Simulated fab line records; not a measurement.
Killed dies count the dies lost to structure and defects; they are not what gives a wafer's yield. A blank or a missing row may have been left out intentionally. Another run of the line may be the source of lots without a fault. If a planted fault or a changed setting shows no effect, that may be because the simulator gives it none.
Which tool was responsible? + flow sky130 + 36 wafers from 12 lots sampled at 2 of the route's 708 steps

## WHAT THE GAUGES READ, wafer by wafer
SKY_SONOS_ONO_THK_MEAS_05.
| lot  | measured     | on            | SONOS_ONO_CVD_04_THK (nm)     |
|------|--------------|---------------|-------------------------------|
| L557 | day 11 09:19 | film metro-01 | 5.70 5.65 5.67                |
| L558 | day 12 02:29 | film metro-02 | 5.63 5.50 5.64                |
| L559 | day 12 04:50 | film metro-04 | 5.45 5.40 5.42                |
| L560 | day 12 13:14 | film metro-04 | 5.58 5.60 5.45                |
| L561 | day 12 22:13 | film metro-01 | 5.28 5.38 5.38                |
| L562 | day 13 07:50 | film metro-04 | 5.49 5.42 5.46                |
| L564 | day 14 07:35 | film metro-04 | 5.44 5.49 5.52                |
| L569 | day 15 15:48 | film metro-04 | 5.45 5.47 5.50                |
| L570 | day 15 17:02 | film metro-02 | 5.78 5.70 5.69                |
| L571 | day 16 03:55 | film metro-04 | 6.09 6.08 6.13 6.02 5.98 6.11 |
| L572 | day 16 16:22 | film metro-01 | 5.86 5.94 5.91 5.92 5.97 5.90 |
| L573 | day 17 02:28 | film metro-04 | 6.05 5.99 6.07 6.10 6.01 6.06 |

## TOOL THAT RAN EACH LOT (tool first, then ch and the chambers of the sampled wafers, then the start)
| lot  | SKY_SONOS_ONO_CVD_04        |
|------|-----------------------------|
| L557 | lpcvd-03 ch 1, day 11 08:03 |
| L558 | lpcvd-03 ch 1, day 12 01:14 |
| L559 | lpcvd-03 ch 0, day 12 03:33 |
| L560 | lpcvd-03 ch 1, day 12 11:59 |
| L561 | lpcvd-03 ch 1, day 12 20:58 |
| L562 | lpcvd-03 ch 1, day 13 06:35 |
| L564 | lpcvd-03 ch 0, day 14 06:19 |
| L569 | lpcvd-03 ch 1, day 15 14:32 |
| L570 | lpcvd-03 ch 0, day 15 15:47 |
| L571 | lpcvd-03 ch 1, day 16 02:40 |
| L572 | lpcvd-03 ch 1, day 16 15:05 |
| L573 | lpcvd-03 ch 0, day 17 01:13 |
- SKY_SONOS_ONO_CVD_04: deposits SiO2 from SiH4/N2O, target thk 5.7199 nm.

## WHAT THE TOOLS THEMSELVES READ (means of the sampled wafers that have a number; where no wafer has one, the mark that the record gives instead)
The record holds no such reading with a usual standard deviation.

## THE ANSWER, worked out from the rows above alone
Rule: what is usual is taken from the lots themselves. The widest of any qualifying gaps counts: lots, ordered by their means at a reading, are off when they make up no more than a third of the lots, leave a main group of 4 or more, and stand apart from it by 3 or more times the standard deviation of that group's means. If all means in a main group match to the digits the tables above print for the reading, that group is not used. Also off: a lot with no number at a reading for which 4 or more lots have one. The other lots that the step has rows for count as sound. The gauges are gone through in route order, then the tools' own readings, and for those a lot's mean is taken as printed above. The first step at which some lot is off is used, and at that step the reading that is off furthest; a lot without a number counts as furthest.
No lot is off on any of the readings shown, so nothing can be concluded from this.

## WHAT THE SIMULATOR HAD PUT IN
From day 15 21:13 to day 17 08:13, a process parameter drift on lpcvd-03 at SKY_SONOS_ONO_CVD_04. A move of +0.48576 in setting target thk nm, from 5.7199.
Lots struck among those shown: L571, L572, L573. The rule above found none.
